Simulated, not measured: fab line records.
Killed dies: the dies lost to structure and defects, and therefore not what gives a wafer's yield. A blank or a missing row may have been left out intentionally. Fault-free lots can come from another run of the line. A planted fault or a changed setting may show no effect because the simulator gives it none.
fab line records ; flow gf180mcu ; part 2 of 2: steps 26 to 35 of 35
record lots=5; wafers=15; lastDay=34
route steps=602 shown V1@353 M2@362 V2@382
lots untouched by any fault: they come from a run of this same line in which no faults occurred
startH: the number of hours between the record's first day and the start of the first shown wafer of the lot ; waitH: how many hours have passed since the lot's step before this one ; " as in the row above ; L1.1+2: one row covering several wafers at once ; - either no value or no given start ; * or withheld: withheld ; < > ~ a bound
route shown NAME@n: a module of which the file shows steps, and the number in the route of the first ; usual: mean/standard deviation of fault-free wafers ; same: alike in all rows ; chamber/n: place in a boat ; sites: the reading at each site ; _std_site: standard deviation across them ; _edge_site: inner sites' mean taken away from outer sites' mean ; radiusMm: how far each site lies from the wafer's centre ; mask NAME#n: copy n ; behind: tool/chamber where the wafer was last shaped ; hold: why the lot was held/for how many hours/how that ended ; device: the transistor (n, p or np) that didn't switch ; end of line: the route-end tests of the same wafers ; for a step that has no rows: nothing shown but its recipe ; killed: dies lost to structure and defects at the first sort, not the wafer's yield ; map: dies across one wafer; x = killed, . = not, _ = none there
set.NAME: the run value of the setting; set.NAME@STEP: its run value at that earlier step ; model.NAME: the simulator's own value behind a step, which no gauge read
a table for each step, a row for each wafer; lots at some steps of the route
services: a tool's chamber out of use, with start hour (startH, from the record's first day; less than 0 if before it), hours out, and reason
## steps
# step GF_M2_METAL_ETCH_16
# recipe chemistry=Cl2/BCl3; maskMaterial=KrF; targetDepthNm=627.5; stopOn=SiO2; pressureMtorr=8; icpW=800; biasW=140; Cl2_flow_sccm=80; bcl3FlowSccm=40; timeS=104.6
# usual biasW=140.0/0.45; drypumpMotorCurrentA=5.8/0.41; oesProductAu=0.971/0.006; throttleValvePct=28.251/0.0097
lot.wafer;tool;chamber;startH;waitH;biasW;drypumpMotorCurrentA;oesProductAu;rfHoursCounterH;throttleValvePct
L075.4;rieMetal-04;0;420.71;0.0;139.6;5.5;0.958;-;28.258
L075.5;rieMetal-04;0;420.71;0.0;139.3;5.5;0.967;-;28.248
L075.6;rieMetal-04;1;420.71;0.0;140.7;5.3;0.973;-;28.254
L083.3;rieMetal-02;1;536.98;0.1;140.2;6.4;0.966;-;28.243
L083.4;rieMetal-02;0;536.98;0.1;140.1;6.4;0.971;-;28.260
L083.6;rieMetal-02;1;536.98;0.1;140.5;6.3;0.967;-;28.254
L088.2;rieMetal-04;1;573.08;0.1;139.7;5.3;0.971;-;28.245
L088.3;rieMetal-04;1;573.08;0.1;140.2;5.3;0.972;-;28.249
L088.5;rieMetal-04;1;573.08;0.1;140.1;5.3;0.970;-;28.260
L093.1;rieMetal-04;1;616.69;0.0;140.1;5.3;0.971;3;28.250
L093.3;rieMetal-04;0;616.69;0.0;139.8;5.5;0.967;-;28.266
L093.4;rieMetal-04;1;616.69;0.0;139.9;5.3;0.967;-;28.259
L096.1;rieMetal-03;1;636.34;0.0;140.2;6.1;0.968;0;28.255
L096.3;rieMetal-03;1;636.34;0.0;140.5;6.1;0.967;-;28.252
L096.4;rieMetal-03;1;636.34;0.0;140.0;6.1;0.969;-;28.262
# step GF_M2_STRIP_17
# recipe chemistry=O2/N2; powerW=1400; pressureMtorr=1500; platenTempC=250; o2FlowSccm=3000; n2FlowSccm=300; overashFraction=0.5
# usual drypumpMotorCurrentA=5.54/0.28; heaterPowerW=309/40; oesProductAu=0.557/0.0052; stripTimeToEndpointS=7.87/0.064
lot.wafer;tool;chamber;startH;waitH;drypumpMotorCurrentA;heaterPowerW;oesProductAu;rfHoursCounterH;stripTimeToEndpointS
L075.4;plasmaAsher-03;0;420.82;0.1;5.81;257;0.555;-;7.93
L075.5;plasmaAsher-03;1;420.82;0.1;5.36;259;0.557;-;7.95
L075.6;plasmaAsher-03;0;420.82;0.1;5.79;258;0.558;-;7.91
L083.3;plasmaAsher-04;0;537.09;0.1;5.19;361;0.555;-;7.90
L083.4;plasmaAsher-04;1;537.09;0.1;5.65;305;0.564;-;7.90
L083.6;plasmaAsher-04;1;537.09;0.1;5.65;306;0.562;-;7.92
L088.2;plasmaAsher-03;0;573.26;0.1;5.78;260;0.557;69;7.82
L088.3;plasmaAsher-03;0;573.26;0.1;5.78;258;0.554;-;7.84
L088.5;plasmaAsher-03;0;573.26;0.1;5.82;254;0.551;-;7.82
L093.1;plasmaAsher-04;1;616.80;0.1;5.64;308;0.546;20;7.85
L093.3;plasmaAsher-04;1;616.80;0.1;5.65;306;0.566;-;7.89
L093.4;plasmaAsher-04;0;616.80;0.1;5.19;362;0.548;-;7.78
L096.1;plasmaAsher-03;0;636.56;0.2;5.80;256;0.564;75;7.91
L096.3;plasmaAsher-03;0;636.56;0.2;5.80;257;0.552;-;7.92
L096.4;plasmaAsher-03;1;636.56;0.2;5.37;260;0.560;-;7.93
# step GF_M2_STRIP_18
# recipe chemistry=postEtchResidueRemover; timeS=1200; tempC=72.5
# usual bathGuardTempC=72.4/0.59
lot.wafer;tool;chamber;startH;waitH;bathGuardTempC
L075.4;wetBench-03;2;420.89;0.0;71.5
L075.5;wetBench-03;2;420.89;0.0;71.6
L075.6;wetBench-03;2;420.89;0.0;71.4
L083.3;wetBench-03;1;537.15;0.0;72.6
L083.4;wetBench-03;1;537.15;0.0;72.4
L083.6;wetBench-03;1;537.15;0.0;73.1
L088.2;wetBench-04;1;573.36;0.1;72.4
L088.3;wetBench-04;1;573.36;0.1;72.4
L088.5;wetBench-04;1;573.36;0.1;72.5
L093.1;wetBench-03;0;616.90;0.1;72.2
L093.3;wetBench-03;0;616.90;0.1;72.6
L093.4;wetBench-03;0;616.90;0.1;72.7
L096.1;wetBench-01;3;636.66;0.1;72.1
L096.3;wetBench-01;3;636.66;0.1;72.1
L096.4;wetBench-01;3;636.66;0.1;72.1
# step GF_M2_CLEAN_19
# recipe chemistry=DIW; dry=n2Spin
lot.wafer;tool;chamber;startH;waitH
L075.4+5+6;wetBench-01;0;421.26;0.0
L083.3+4+6;wetBench-01;0;537.49;0.0
L088.2+3+5;wetBench-03;2;573.71;0.0
L093.1+3+4;wetBench-01;3;617.27;0.0
L096.1+3+4;wetBench-04;0;637.04;0.0
# step GF_V2_CVD_00
# recipe material=SiO2; targetThkNm=600; sigmaOpenFrac=0.3; tempC=400; timeS=100; sih4FlowSccm=60; pressureMtorr=6
lot.wafer;tool;chamber;startH;waitH
L075.4+5+6;hdpcvd-01;1,0,2;421.40;0.0
L083.3+4+6;hdpcvd-01;0,2,1;537.59;0.0
L088.2+3+5;hdpcvd-02;0,1,2;573.80;0.0
L093.1+3+4;hdpcvd-01;2,1,0;617.37;0.0
L096.1+3+4;hdpcvd-01;0,1,1;637.14;0.0
# step GF_V2_THK_MEAS_01
# recipe reads=SiO2_of_V2_CVD_00
# usual V2_CVD_00_THK=600/6.1
lot.wafer;tool;chamber;startH;waitH;V2_CVD_00_THK[nm]
L075.4;filmMetro-04;-;421.46;0.0;597
L075.5;filmMetro-04;-;421.46;0.0;591
L075.6;filmMetro-04;-;421.46;0.0;599
L083.3;filmMetro-04;-;537.68;0.1;608
L083.4;filmMetro-04;-;537.68;0.1;611
L083.6;filmMetro-04;-;537.68;0.1;613
L088.2;filmMetro-04;-;573.88;0.0;598
L088.3;filmMetro-04;-;573.88;0.0;605
L088.5;filmMetro-04;-;573.88;0.0;604
L093.1;filmMetro-02;-;617.44;0.0;594
L093.3;filmMetro-02;-;617.44;0.0;595
L093.4;filmMetro-02;-;617.44;0.0;591
L096.1;filmMetro-02;-;637.21;0.0;595
L096.3;filmMetro-02;-;637.21;0.0;608
L096.4;filmMetro-02;-;637.21;0.0;608
# step GF_V2_CVD_02
# recipe material=SiO2; targetThkNm=850; precursor=TEOS; tempC=400; timeS=94.851; rfW=600
# usual heaterPowerW=681/97
lot.wafer;tool;chamber;startH;waitH;heaterPowerW
L075.4;pecvd-02;2;421.53;0.1;565
L075.5;pecvd-02;1;421.53;0.1;685
L075.6;pecvd-02;0;421.53;0.1;681
L083.3;pecvd-03;2;537.72;0.0;580
L083.4;pecvd-03;0;537.72;0.0;636
L083.6;pecvd-03;1;537.72;0.0;789
L088.2;pecvd-02;0;573.93;0.0;749
L088.3;pecvd-02;1;573.93;0.0;759
L088.5;pecvd-02;2;573.93;0.0;465
L093.1;pecvd-03;1;617.50;0.1;675
L093.3;pecvd-03;0;617.50;0.1;753
L093.4;pecvd-03;2;617.50;0.1;719
L096.1;pecvd-04;0;637.27;0.1;714
L096.3;pecvd-04;1;637.27;0.1;678
L096.4;pecvd-04;2;637.27;0.1;658
# step GF_V2_THK_MEAS_03
# recipe reads=SiO2_of_V2_CVD_02
# usual V2_CVD_02_THK=847/10
lot.wafer;tool;chamber;startH;waitH;V2_CVD_02_THK[nm]
L075.4;filmMetro-02;-;421.59;0.0;867
L075.5;filmMetro-02;-;421.59;0.0;852
L075.6;filmMetro-02;-;421.59;0.0;842
L083.3;filmMetro-02;-;537.81;0.1;845
L083.4;filmMetro-02;-;537.81;0.1;859
L083.6;filmMetro-02;-;537.81;0.1;861
L088.2;filmMetro-03;-;574.01;0.0;842
L088.3;filmMetro-03;-;574.01;0.0;838
L088.5;filmMetro-03;-;574.01;0.0;849
L093.1;filmMetro-04;-;617.57;0.0;849
L093.3;filmMetro-04;-;617.57;0.0;838
L093.4;filmMetro-04;-;617.57;0.0;859
L096.1;filmMetro-03;-;637.34;0.0;850
L096.3;filmMetro-03;-;637.34;0.0;849
L096.4;filmMetro-03;-;637.34;0.0;859
# step GF_V2_CMP_04
# recipe material=SiO2; downForcePsi=4; platenRpm=60; padVelocityMS=0.94248
# usual motorCurrentA=12.0/1.1; platenRpm=60.00/0.038; timeToEndpointS=77/5.2
lot.wafer;tool;chamber;startH;waitH;motorCurrentA;platenRpm;timeToEndpointS
L075.4;cmp-02;0;421.72;0.1;14.4;60.06;86
L075.5;cmp-02;2;421.72;0.1;11.2;60.03;78
L075.6;cmp-02;3;421.72;0.1;12.0;59.95;78
L083.3;cmp-02;1;537.95;0.1;12.8;60.03;85
L083.4;cmp-02;2;537.95;0.1;12.0;60.06;82
L083.6;cmp-02;3;537.95;0.1;11.7;60.00;84
L088.3;cmp-01;3;574.06;0.0;11.2;60.06;76
L088.2;cmp-01;1;574.06;0.0;12.5;59.98;74
L088.5;cmp-01;3;574.06;0.0;11.2;60.03;79
L093.1;cmp-02;0;617.68;0.1;13.2;59.94;79
L093.3;cmp-02;1;617.68;0.1;12.7;60.04;73
L093.4;cmp-02;2;617.68;0.1;10.5;59.98;80
L096.3;cmp-02;0;637.45;0.1;13.2;60.04;77
L096.1;cmp-02;1;637.45;0.1;12.8;60.06;79
L096.4;cmp-02;2;637.45;0.1;11.3;60.08;80
# step GF_V2_BOW_MEAS_05
# recipe mode=bow
# usual V2_BOW=100/8.4
lot.wafer;tool;chamber;startH;waitH;V2_BOW[um]
L075.4;filmMetro-02;-;421.98;0.2;103
L075.5;filmMetro-02;-;421.98;0.2;111
L075.6;filmMetro-02;-;421.98;0.2;97
L083.3;filmMetro-03;-;538.19;0.2;100
L083.4;filmMetro-03;-;538.19;0.2;100
L083.6;filmMetro-03;-;538.19;0.2;109
L088.2;filmMetro-03;-;574.38;0.2;100
L088.3;filmMetro-03;-;574.38;0.2;105
L088.5;filmMetro-03;-;574.38;0.2;108
L093.1;filmMetro-04;-;617.95;0.2;102
L093.3;filmMetro-04;-;617.95;0.2;105
L093.4;filmMetro-04;-;617.95;0.2;104
L096.1;filmMetro-02;-;637.72;0.2;111
L096.3;filmMetro-02;-;637.72;0.2;87
L096.4;filmMetro-02;-;637.72;0.2;83
## services
tool;chamber;startH;hours;kind
krfScanner-01;-;375.27;0.3;repair
hdpcvd-01;-;377.73;1.2;repair
cmp-02;-;385.04;5.3;pm
cmp-02;-;390.39;23.1;pm
pvdSputter-03;-;404.24;4.0;repair
krfScanner-01;-;408.57;0.8;pm
hdpcvd-01;-;409.95;6.0;pm
wetBench-04;-;440.77;4.4;pm
cmp-02;-;471.78;1.4;repair
hdpcvd-01;1;472.72;4.9;repair
pvdSputter-03;-;473.45;1.6;repair
krfScanner-01;-;480.01;1.0;pm
pvdSputter-02;-;489.47;8.8;repair
wetBench-01;-;503.72;2.6;repair
wetBench-03;-;516.77;1.5;repair
cmp-02;-;516.86;0.2;repair
hdpcvd-01;-;534.06;2.8;pm
hdpcvd-01;-;539.25;15.0;pm
pvdSputter-03;-;541.32;1.4;repair
krfScanner-01;-;544.33;1.3;pm
pvdSputter-01;-;553.23;11.6;repair
cmp-02;-;563.49;1.8;repair
cmp-02;-;572.38;4.0;pm
pvdSputter-02;-;592.84;4.5;repair
